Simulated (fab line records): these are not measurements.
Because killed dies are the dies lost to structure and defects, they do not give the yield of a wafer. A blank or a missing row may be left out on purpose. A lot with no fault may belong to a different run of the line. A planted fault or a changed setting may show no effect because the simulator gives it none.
Matching of chambers ; flow sky130 ; rieDiel-02 running SKY_FIELD_ISO_ETCH_15: 4 sister chambers
The step etches the open film in CHF3/O2, stops on Si, target depth 180 nm, time 72 s. 4 wafers are shown with their chamber, then 11 later ones without.

WAFERS, EACH WITH ITS CHAMBER
wafer;chamber;drypumpMotorCurrentA (A)
L085.6;3;5.5
L087.4;2;6.4
L090.5;0;5.0
L091.2;1;6.3

WAFERS WITHOUT THEIR CHAMBER
wafer;drypumpMotorCurrentA (A)
L091.4;5.4
L091.5;5.1
L093.2;6.4
L093.3;6.3
L093.5;5.4
L094.1;6.4
L094.2;5.4
L094.6;5.1
L095.1;6.5
L095.2;5.1
L095.3;6.3

EACH ONE'S CHAMBER
wafer;from the rows above;in truth
L091.4;3;3
L091.5;0;0
L093.2;can't be placed: 2 or 1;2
L093.3;can't be placed: 1 or 2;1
L093.5;3;3
L094.1;can't be placed: 2 or 1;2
L094.2;3;3
L094.6;0;0
L095.1;can't be placed: 2 or 1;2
L095.2;0;0
L095.3;can't be placed: 1 or 2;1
Correct placement for 6 of the 11. Unplaceable from these rows: 5, with the true chamber sitting among the candidates in 5. 0 placed wrongly.
How it was worked out, from the rows above alone: a wafer's distance from a chamber is the root of the sum, over the readings, of the square of ((its reading less the chamber's mean) divided by the reading's scatter). The wafer belongs to the nearest chamber; if the next one is less than 2 further off, it can't be placed. Each chamber's mean is taken over the wafers shown for it. The scatter: root of mean squared gap, hidden wafer to nearest shown wafer, with one shown wafer a chamber.
